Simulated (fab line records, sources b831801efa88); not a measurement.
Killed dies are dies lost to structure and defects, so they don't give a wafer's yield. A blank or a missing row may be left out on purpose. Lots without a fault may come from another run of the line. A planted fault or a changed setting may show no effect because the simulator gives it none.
Which tool did it? | flow gf180mcu | 12 lots, 36 wafers sampled, at 6 steps of a route of 602

WHAT THE GAUGES READ, wafer by wafer
GF_V4_BOW_MEAS_05. Usual: V4_BOW 136 um, standard deviation 9.8.
lot  | measured     | on            | V4_BOW (um) | flag
L238 | day 23 03:37 | film_metro-04 | 140 148 133 |
L239 | day 23 21:49 | film_metro-04 | 135 134 141 |
L240 | day 24 01:35 | film_metro-02 | 140 137 146 |
L245 | day 26 04:32 | film_metro-04 | 136 132 139 |
L246 | day 27 00:23 | film_metro-04 | 119 114 126 |
L248 | day 27 09:17 | film_metro-02 | 137 135 139 |
L249 | day 27 22:34 | film_metro-03 | 139 134 134 |
L253 | day 28 16:43 | film_metro-04 | 158 155 151 |
L252 | day 28 18:31 | film_metro-02 | 120 134 122 |
L254 | day 28 22:08 | film_metro-04 | 135 116 131 |
L255 | day 28 23:29 | film_metro-04 | 149 149 137 |
L261 | day 30 23:34 | film_metro-02 | 125 121 121 |

GF_MIM_THK_MEAS_06. Usual: MIM_CVD_05_THK 42.0 nm, standard deviation 0.57.
lot  | measured     | on            | MIM_CVD_05_THK (nm) | flag
L238 | day 24 04:17 | film_metro-04 | 41.5 42.0 42.1      |
L239 | day 24 22:08 | film_metro-01 | 41.8 42.6 42.8      |
L240 | day 25 01:53 | film_metro-01 | 41.3 42.0 41.2      |
L245 | day 27 02:53 | film_metro-02 | 42.0 42.7 43.0      |
L246 | day 27 22:36 | film_metro-01 | 41.8 41.6 42.1      |
L248 | day 28 06:41 | film_metro-01 | 41.5 42.1 42.2      |
L249 | day 28 19:42 | film_metro-02 | 41.6 42.0 42.6      |
L253 | day 29 13:40 | film_metro-02 | 41.1 41.3 41.7      |
L252 | day 29 16:06 | film_metro-02 | 41.4 42.4 42.1      |
L254 | day 29 18:53 | film_metro-01 | 41.3 41.0 41.6      |
L255 | day 29 19:37 | film_metro-04 | 41.6 42.1 42.6      |
L261 | day 31 18:42 | film_metro-01 | 41.6 41.1 42.9      |

GF_V5_RS_MEAS_24: measures by four-point-probe. Usual: V5_W_RS 0.329 ohm/sq, standard deviation 0.0039.
lot  | measured     | on            | V5_W_RS (ohm/sq)  | flag
L238 | day 26 23:42 | film_metro-03 | 0.333 0.334 0.330 |
L239 | day 27 15:07 | film_metro-02 | 0.329 0.332 0.332 |
L240 | day 27 20:17 | film_metro-03 | 0.330 0.329 0.333 |
L245 | day 29 16:05 | film_metro-01 | 0.330 0.329 0.327 |
L246 | day 30 10:49 | film_metro-03 | 0.325 0.330 0.325 |
L248 | day 30 16:46 | film_metro-03 | 0.331 0.327 0.330 |
L249 | day 31 05:58 | film_metro-01 | 0.328 0.323 0.324 |
L253 | day 31 23:01 | film_metro-03 | 0.305 0.333 0.306 | OFF
L252 | day 32 01:10 | film_metro-01 | 0.326 0.300 0.323 | OFF
L254 | day 32 03:28 | film_metro-01 | 0.322 0.303 0.323 | OFF
L255 | day 32 05:27 | film_metro-03 | 0.332 0.334 0.333 |
L261 | day 33 23:25 | film_metro-03 | 0.331 0.333 0.330 |

GF_V5_THK_MEAS_25: measures by xrf. Usual: V5_W_THK 351 nm, standard deviation 4.2.
lot  | measured     | on            | V5_W_THK (nm) | flag
L238 | day 26 23:48 | film_metro-03 | 350 349 354   |
L239 | day 27 15:13 | film_metro-02 | 346 344 344   |
L240 | day 27 20:25 | film_metro-03 | 350 351 347   |
L245 | day 29 16:13 | film_metro-01 | 351 356 358   |
L246 | day 30 10:55 | film_metro-03 | 357 349 357   |
L248 | day 30 16:52 | film_metro-03 | 350 353 350   |
L249 | day 31 06:04 | film_metro-01 | 349 356 352   |
L253 | day 31 23:08 | film_metro-03 | 382 349 380   | OFF
L252 | day 32 01:17 | film_metro-01 | 352 379 354   |
L254 | day 32 03:34 | film_metro-01 | 354 379 352   |
L255 | day 32 05:34 | film_metro-03 | 351 345 346   |
L261 | day 33 23:32 | film_metro-03 | 350 347 350   |

WHICH TOOL RAN EACH LOT (tool, then ch and the chambers of the sampled wafers, then the start)
lot  | GF_MIM_CVD_05                   | GF_V5_CVD_23
L238 | pecvd-03 ch 0,1, day 24 04:14   | cvd_w-01 ch 0,1, day 26 23:35
L239 | pecvd-01 ch 0,2, day 24 22:05   | cvd_w-01 ch 0,1, day 27 15:01
L240 | pecvd-03 ch 0,1,2, day 25 01:51 | cvd_w-02 ch 0,1, day 27 20:10
L245 | pecvd-03 ch 1,2, day 27 02:51   | cvd_w-02 ch 0,1, day 29 15:59
L246 | pecvd-01 ch 0,1,2, day 27 22:34 | cvd_w-02 ch 0, day 30 10:41
L248 | pecvd-02 ch 1,2, day 28 06:38   | cvd_w-02 ch 0,1, day 30 16:38
L249 | pecvd-02 ch 0,2, day 28 19:40   | cvd_w-02 ch 0,1, day 31 05:50
L253 | pecvd-01 ch 0,1,2, day 29 13:38 | cvd_w-02 ch 0,1, day 31 22:50
L252 | pecvd-02 ch 0,2, day 29 16:04   | cvd_w-02 ch 0,1, day 32 01:03
L254 | pecvd-03 ch 0,1,2, day 29 18:50 | cvd_w-02 ch 0,1, day 32 03:20
L255 | pecvd-02 ch 0,1,2, day 29 19:34 | cvd_w-01 ch 0, day 32 05:19
L261 | pecvd-02 ch 0,1,2, day 31 18:40 | cvd_w-01 ch 0,1, day 33 23:17
- GF_MIM_CVD_05: deposits Si3N4, target thk 42 nm, time 29.086 s.
- GF_V5_CVD_23: deposits W, target thk 350 nm, time 104.9 s.

WHAT THE TOOLS THEMSELVES READ (means of the sampled wafers that have a number; where no wafer has one, the mark that the record gives instead)
GF_MIM_CVD_05. Usual: heater_power_outer_w 380 W, standard deviation 74; heater_power_w 653 W, standard deviation 87.
lot  | tool     | heater_power_outer_w (W) | heater_power_w (W) | flag
L238 | pecvd-03 | 317                      | 564                |
L239 | pecvd-01 | 305                      | 570                |
L240 | pecvd-03 | 370                      | 638                |
L245 | pecvd-03 | 321                      | 576                |
L246 | pecvd-01 | 402                      | 691                |
L248 | pecvd-02 | 383                      | 694                |
L249 | pecvd-02 | 353                      | 611                |
L253 | pecvd-01 | 389                      | 689                |
L252 | pecvd-02 | 341                      | 654                |
L254 | pecvd-03 | 337                      | 587                |
L255 | pecvd-02 | 414                      | 691                |
L261 | pecvd-02 | 412                      | 690                |

GF_V5_CVD_23. Usual: heater_power_outer_w 567 W, standard deviation 44; heater_power_w 900 W, standard deviation 28.
lot  | tool     | heater_power_outer_w (W) | heater_power_w (W) | flag
L238 | cvd_w-01 | 548                      | 879                |
L239 | cvd_w-01 | 583                      | 897                |
L240 | cvd_w-02 | 555                      | 896                |
L245 | cvd_w-02 | 571                      | 911                |
L246 | cvd_w-02 | 563                      | 900                |
L248 | cvd_w-02 | 563                      | 903                |
L249 | cvd_w-02 | 566                      | 903                |
L253 | cvd_w-02 | 568                      | 909                |
L252 | cvd_w-02 | 564                      | 905                |
L254 | cvd_w-02 | 570                      | 920                |
L255 | cvd_w-01 | 498                      | 860                |
L261 | cvd_w-01 | 595                      | 911                |

THE ANSWER, worked out from the rows above alone
Rule: a lot is off if the mean of its wafers that have a number lies more than 3 standard deviations from the usual mean. A lot without any number at a reading at which 4 lots or more have one is off too. The other lots that the step has rows for count as sound. The gauges are gone through in route order, then the tools' own readings, and for those a lot's mean is taken as printed above. The first step at which some lot is off is used, and at that step the reading that is off furthest; a lot without a number counts as furthest.
Off: L253, L252, L254, at GF_V5_RS_MEAS_24 (V5_W_RS).
A tool fits if, at a process step before that reading, it ran every lot that is off, and no sound lot after the first of them. The gauges at GF_V5_RS_MEAS_24 are tried like those tools. One fits: cvd_w-02 at GF_V5_CVD_23. Its last sound lot is L249 (day 31 05:50), its first lot that is off L253 (day 31 22:50): a fault that began between those two fits.

WHAT THE SIMULATOR HAD PUT IN
Process parameter drift: cvd_w-02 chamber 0, from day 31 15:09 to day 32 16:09, at GF_V5_CVD_23. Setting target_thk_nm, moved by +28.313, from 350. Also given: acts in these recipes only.
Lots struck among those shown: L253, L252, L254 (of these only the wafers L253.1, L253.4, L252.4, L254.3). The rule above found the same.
